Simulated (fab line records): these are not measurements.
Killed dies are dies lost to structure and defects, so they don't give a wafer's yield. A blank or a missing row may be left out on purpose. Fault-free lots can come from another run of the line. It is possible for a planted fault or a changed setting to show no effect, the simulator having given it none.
What tool caused it? | flow sky130 | 42 wafers from 14 lots sampled at 5 of the route's 708 steps

== WHAT EACH GAUGE READ, for each wafer ==
SKY_VT_ADJUST_HVTP_OVL_MEAS_08. Usual: for VT_ADJUST_HVTP_OVL the level is 0.7 nm and the standard deviation is 1.4.
lot  | measured     | on         | VT_ADJUST_HVTP_OVL (nm) | flag
L651 | day 6 14:27  | overlay-01 | 1.5 2.4 1.6             | 
L652 | day 6 18:28  | overlay-01 | -2.1 -0.5 0.3           | 
L653 | day 6 22:51  | overlay-01 | 1.5 1.6 1.7             | 
L654 | day 7 04:36  | overlay-01 | 0.8 2.1 1.0             | 
L655 | day 7 11:21  | overlay-01 | 1.4 0.8 -0.8            | 
L657 | day 7 22:47  | overlay-02 | -1.0 1.5 -0.2           | 
L658 | day 8 05:59  | overlay-01 | 2.6 1.0 0.7             | 
L659 | day 8 11:56  | overlay-01 | 1.3 -0.9 0.1            | 
L667 | day 10 13:27 | overlay-01 | 0.0 1.1 0.3             | 
L668 | day 10 19:50 | overlay-02 | -0.6 1.5 1.1            | 
L670 | day 11 08:21 | overlay-01 | -0.5 -1.5 0.2           | 
L671 | day 11 14:58 | overlay-02 | 5.4 4.8 3.9             | 
L672 | day 11 23:34 | overlay-01 | 2.7 0.3 -0.7            | 
L673 | day 12 07:44 | overlay-02 | 1.0 0.4 1.7             | 

SKY_VT_ADJUST_LVTN_TW_MEAS_21. Usual: for VT_ADJUST_LVTN_2_TW the level is 186.2 and the standard deviation is 1.2.
lot  | measured     | on           | VT_ADJUST_LVTN_2_TW | flag
L651 | day 8 06:33  | filmMetro-02 | 187.2 185.6 187.1   | 
L652 | day 8 10:50  | filmMetro-04 | 184.8 184.8 184.5   | 
L653 | day 8 15:43  | filmMetro-04 | 184.8 185.7 184.2   | 
L654 | day 8 21:37  | filmMetro-02 | 185.2 185.2 186.0   | 
L655 | day 9 04:49  | filmMetro-03 | 186.6 187.1 188.3   | 
L657 | day 9 16:42  | filmMetro-03 | 187.5 187.3 187.8   | 
L658 | day 10 02:12 | filmMetro-02 | 185.4 186.3 186.5   | 
L659 | day 10 07:22 | filmMetro-02 | 184.6 185.3 185.9   | 
L667 | day 12 13:25 | filmMetro-03 | 187.4 188.1 187.1   | 
L668 | day 12 18:22 | filmMetro-03 | 187.2 187.6 187.8   | 
L670 | day 13 08:29 | filmMetro-02 | 185.1 185.2 184.9   | 
L671 | day 13 16:10 | filmMetro-02 | 185.5 184.5 184.8   | 
L672 | day 14 00:50 | filmMetro-02 | 186.1 186.0 187.5   | 
L673 | day 14 10:11 | filmMetro-04 | 184.4 184.4 185.3   | 

SKY_SONOS_ONO_THK_MEAS_05. Usual: for SONOS_ONO_CVD_04_THK the level is 5.72 nm and the standard deviation is 0.1.
lot  | measured     | on           | SONOS_ONO_CVD_04_THK (nm) | flag
L651 | day 12 07:40 | filmMetro-02 | 5.78 5.77 5.79            | 
L652 | day 12 12:21 | filmMetro-02 | 5.81 5.83 5.82            | 
L653 | day 12 23:28 | filmMetro-03 | 5.79 5.87 5.89            | 
L654 | day 13 02:19 | filmMetro-01 | 5.77 5.65 5.64            | 
L655 | day 13 06:50 | filmMetro-03 | 5.78 5.83 5.69            | 
L657 | day 13 17:59 | filmMetro-02 | 6.20 6.18 6.25            | OFF
L658 | day 14 07:46 | filmMetro-03 | 6.38 6.32 6.36            | OFF
L659 | day 14 12:01 | filmMetro-01 | 6.45 6.27 6.41            | OFF
L667 | day 17 08:31 | filmMetro-02 | 5.72 5.76 5.56            | 
L668 | day 17 08:31 | filmMetro-03 | 5.85 5.84 5.71            | 
L670 | day 18 05:13 | filmMetro-03 | 5.58 5.58 5.57            | 
L671 | day 18 16:56 | filmMetro-03 | 5.93 6.04 5.89            | 
L672 | day 18 23:37 | filmMetro-02 | 5.69 5.54 5.64            | 
L673 | day 19 07:53 | filmMetro-01 | 5.75 5.75 5.74            | 

SKY_GATE_OXIDE_THK_MEAS_02. Usual: for GATE_OXIDE_OXIDATION_00_THK the level is 10.22 nm and the standard deviation is 0.23.
lot  | measured     | on           | GATE_OXIDE_OXIDATION_00_THK (nm) | flag
L651 | day 13 09:59 | filmMetro-02 | 10.07 9.99 9.95                  | 
L652 | day 13 13:59 | filmMetro-01 | 10.02 10.17 9.88                 | 
L653 | day 14 05:53 | filmMetro-01 | 10.10 10.11 10.13                | 
L654 | day 14 05:53 | filmMetro-02 | 9.94 10.00 9.89                  | 
L655 | day 14 10:51 | filmMetro-04 | 10.48 10.45 10.49                | 
L657 | day 14 22:17 | filmMetro-02 | 10.46 10.52 10.47                | 
L658 | day 15 17:20 | filmMetro-04 | 9.77 9.69 9.73                   | 
L659 | day 15 17:20 | filmMetro-01 | 10.22 10.13 10.28                | 
L667 | day 18 16:04 | filmMetro-04 | 10.45 10.48 10.42                | 
L668 | day 18 16:03 | filmMetro-01 | 9.98 10.44 10.28                 | 
L670 | day 19 13:10 | filmMetro-01 | 10.11 10.33 10.10                | 
L671 | day 20 01:37 | filmMetro-01 | 9.93 10.20 10.25                 | 
L672 | day 20 08:57 | filmMetro-02 | 10.20 10.23 10.32                | 
L673 | day 20 16:51 | filmMetro-01 | 10.54 10.34 10.56                | 

== TOOL THAT RAN EACH LOT (tool first, then ch and the chambers of the sampled wafers, then the start) ==
lot  | SKY_SONOS_ONO_CVD_04
L651 | lpcvd-03 ch 1, day 12 06:25
L652 | lpcvd-03 ch 0, day 12 11:05
L653 | lpcvd-03 ch 1, day 12 22:13
L654 | lpcvd-03 ch 0, day 13 01:03
L655 | lpcvd-03 ch 0, day 13 05:35
L657 | lpcvd-03 ch 0, day 13 16:44
L658 | lpcvd-03 ch 1, day 14 06:31
L659 | lpcvd-03 ch 0, day 14 10:46
L667 | lpcvd-03 ch 0, day 17 07:15
L668 | lpcvd-03 ch 0, day 17 07:15
L670 | lpcvd-03 ch 1, day 18 03:56
L671 | lpcvd-03 ch 0, day 18 15:40
L672 | lpcvd-03 ch 1, day 18 21:43
L673 | lpcvd-03 ch 0, day 19 05:59
- SKY_SONOS_ONO_CVD_04: deposits SiO2 from SiH4/N2O, target thk 5.7199 nm.

== WHAT THE TOOLS THEMSELVES READ (means of the sampled wafers that have a number; where no wafer has one, the mark that the record gives instead) ==
The record holds no such reading with a usual standard deviation.

== THE ANSWER, worked out from the rows above alone ==
Rule: lot off if the mean of its wafers having a number is beyond 3 standard deviations from the usual mean. A lot without any number at a reading at which 4 lots or more have one is off too. Where the step has rows for the other lots, those lots are counted as sound. After the gauges, taken in route order, come the tools' own readings; for these a lot's mean is taken, as printed above. The first step at which some lot is off is used, and at that step the reading that is off furthest; a lot without a number counts as furthest.
Off: at SKY_SONOS_ONO_THK_MEAS_05 (SONOS_ONO_CVD_04_THK), L657, L658, L659.
If a tool, at a process step before that reading, ran all the lots that are off and no sound lot after the first of them, it fits. Those tools and the gauges at SKY_SONOS_ONO_THK_MEAS_05 are tried in the same way. Not one of the candidates tried fits.

== WHAT THE SIMULATOR PUT IN ==
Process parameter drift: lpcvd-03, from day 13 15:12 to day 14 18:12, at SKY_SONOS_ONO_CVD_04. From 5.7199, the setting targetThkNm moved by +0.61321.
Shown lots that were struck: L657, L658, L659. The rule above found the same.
